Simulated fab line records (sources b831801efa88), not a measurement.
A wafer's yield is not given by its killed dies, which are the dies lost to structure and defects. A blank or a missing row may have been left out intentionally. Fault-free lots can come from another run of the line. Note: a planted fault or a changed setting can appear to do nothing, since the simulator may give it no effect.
Which tool was responsible? | flow gf180mcu | 12 lots with 36 wafers sampled at 3 steps, on a route of 602 steps

WHAT THE GAUGES READ, wafer by wafer
GF_NSD_OVL_MEAS_08. Usual: NSD_OVL -0.5 nm, standard deviation 1.2.
lot  | measured     | on         | NSD_OVL (nm)      | flag
L643 | day 13 07:32 | overlay-01 | -2.0 -1.6 -2.2    |
L644 | day 13 19:21 | overlay-02 | 0.0 0.5 -1.2      |
L645 | day 13 22:26 | overlay-01 | 0.2 -0.1 2.0      |
L646 | day 14 05:36 | overlay-02 | 1.1 2.9 1.7       |
L647 | day 14 14:35 | overlay-02 | 0.5 0.7 0.8       |
L648 | day 14 17:44 | overlay-02 | -0.1 0.7 0.3      |
L653 | day 16 17:21 | overlay-02 | -71.0 -70.8 -69.5 | OFF
L654 | day 17 01:24 | overlay-01 | -70.5 -72.3 -71.2 | OFF
L658 | day 18 08:02 | overlay-02 | -0.8 -0.4 -2.0    |
L664 | day 21 06:56 | overlay-01 | -0.2 -0.9 -1.0    |
L665 | day 21 10:08 | overlay-02 | 0.8 -0.7 0.9      |
L666 | day 21 23:20 | overlay-02 | -1.5 -1.8 -2.4    |

GF_CONTACT_RS_MEAS_25: measures by four-point-probe. Usual: CONTACT_W_RS 0.383 ohm/sq, standard deviation 0.0033.
lot  | measured     | on            | CONTACT_W_RS (ohm/sq) | flag
L643 | day 16 02:20 | film-metro-02 | 0.383 0.381 0.381     |
L644 | day 16 12:49 | film-metro-04 | 0.380 0.385 0.381     |
L645 | day 16 17:53 | film-metro-03 | 0.384 0.383 0.383     |
L646 | day 17 03:10 | film-metro-04 | 0.384 0.382 0.383     |
L647 | day 17 11:30 | film-metro-04 | 0.385 0.383 0.383     |
L648 | day 17 14:25 | film-metro-03 | 0.388 0.389 0.389     |
L653 | day 19 19:17 | film-metro-04 | 0.380 0.378 0.383     |
L654 | day 20 03:19 | film-metro-04 | 0.377 0.377 0.379     |
L658 | day 21 11:47 | film-metro-02 | 0.384 0.381 0.379     |
L664 | day 24 07:41 | film-metro-04 | 0.388 0.381 0.382     |
L665 | day 24 09:19 | film-metro-03 | 0.381 0.380 0.382     |
L666 | day 24 22:41 | film-metro-04 | 0.383 0.390 0.387     |

TOOL THAT RAN EACH LOT (tool first, then ch and the chambers of the sampled wafers, then the start)
lot  | GF_NSD_EXPOSE_04
L643 | iline-stepper-01 ch 0, day 12 22:05
L644 | iline-stepper-02 ch 0, day 13 09:04
L645 | iline-stepper-02 ch 0, day 13 12:20
L646 | iline-stepper-02 ch 0, day 13 20:13
L647 | iline-stepper-01 ch 0, day 14 04:34
L648 | iline-stepper-01 ch 0, day 14 07:22
L653 | iline-stepper-01 ch 0, day 16 06:13
L654 | iline-stepper-01 ch 0, day 16 13:53
L658 | iline-stepper-02 ch 0, day 17 20:17
L664 | iline-stepper-02 ch 0, day 20 18:50
L665 | iline-stepper-02 ch 0, day 20 22:46
L666 | iline-stepper-02 ch 0, day 21 11:10
- GF_NSD_EXPOSE_04: exposes mask Nplus, target cd 400 nm.

AS READ BY THE TOOLS THEMSELVES (means over the sampled wafers that have a number; for cases with no such wafer, the mark the record gives instead)
The record holds no such reading with a usual standard deviation.

THE ANSWER, worked out from the rows above alone
Rule: a lot counts as off when the mean over its wafers that have a number is more than 3 standard deviations away from the usual mean. A lot without any number at a reading at which 4 lots or more have one is off too. All remaining lots with rows at the step are treated as sound. First the gauges in route order, then the tools' own readings, where a lot's mean is used as printed above. At the first step where some lot is off, the reading lying furthest off is the one used; lots without a number count as furthest.
Off: L653, L654, seen at GF_NSD_OVL_MEAS_08 (NSD_OVL).
A tool fits if, at a process step before that reading, it ran every lot that is off, and no sound lot after the first of them. The gauges at GF_NSD_OVL_MEAS_08 are tried like those tools. One candidate fits, namely iline-stepper-01 at GF_NSD_EXPOSE_04. Its last sound lot is L648 (day 14 07:22), its first lot that is off L653 (day 16 06:13): a fault that began between those two fits.

WHAT THE SIMULATOR HAD INSERTED
Scanner matching overlay: iline-stepper-01, from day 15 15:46 on, at GF_NSD_EXPOSE_04. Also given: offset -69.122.
Shown lots that were struck: L653, L654. Same finding as the rule above.
